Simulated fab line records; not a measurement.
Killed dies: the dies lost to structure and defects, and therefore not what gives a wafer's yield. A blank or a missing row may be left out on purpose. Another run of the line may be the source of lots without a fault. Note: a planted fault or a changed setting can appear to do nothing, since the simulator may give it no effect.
Chamber matching    flow gf180mcu    GF_STI_CMP_25 on cmp-01 has 4 sister chambers
The step polishes, stops on Si3N4, t overpolish 33 s, target thk 524.6 nm. 4 wafers are shown with their chamber, then 9 later ones without.

== WAFERS PAIRED WITH THEIR CHAMBERS ==
wafer   chamber  motor-current-A (A)
L970.4  2        13.4
L970.5  3        12.5
L973.3  0        13.6
L973.5  1        14.4

== WAFERS WITHOUT THEIR CHAMBER ==
wafer   motor-current-A (A)
L974.1  13.5
L974.4  14.2
L974.6  12.5
L985.1  13.5
L985.2  14.7
L985.3  12.9
L988.2  13.5
L988.5  13.0
L988.6  12.6

== EACH ONE'S CHAMBER ==
wafer    from the rows above            in truth
L974.1   can't be placed: 0 or 2        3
L974.4   can't be placed: 1 or 0        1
L974.6   3                              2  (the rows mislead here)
L985.1   can't be placed: 0 or 2        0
L985.2   1                              1
L985.3   can't be placed: 3 or 2 or 0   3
L988.2   can't be placed: 0 or 2        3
L988.5   can't be placed: 2 or 3 or 0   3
L988.6   3                              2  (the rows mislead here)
Placed correctly: 1 of 9. Unplaceable from these rows: 6, with the true chamber sitting among the candidates in 4. Wrongly placed: 2.
How it was worked out, from the rows above alone: a wafer's distance from a chamber is the root of the sum, over the readings, of the square of ((its reading less the chamber's mean) divided by the reading's scatter). The wafer belongs to the nearest chamber; if the next one is less than 2 further off, it can't be placed. For every chamber, the mean is computed from those of its wafers that are shown. The scatter: root of mean squared gap, hidden wafer to nearest shown wafer, with one shown wafer a chamber.
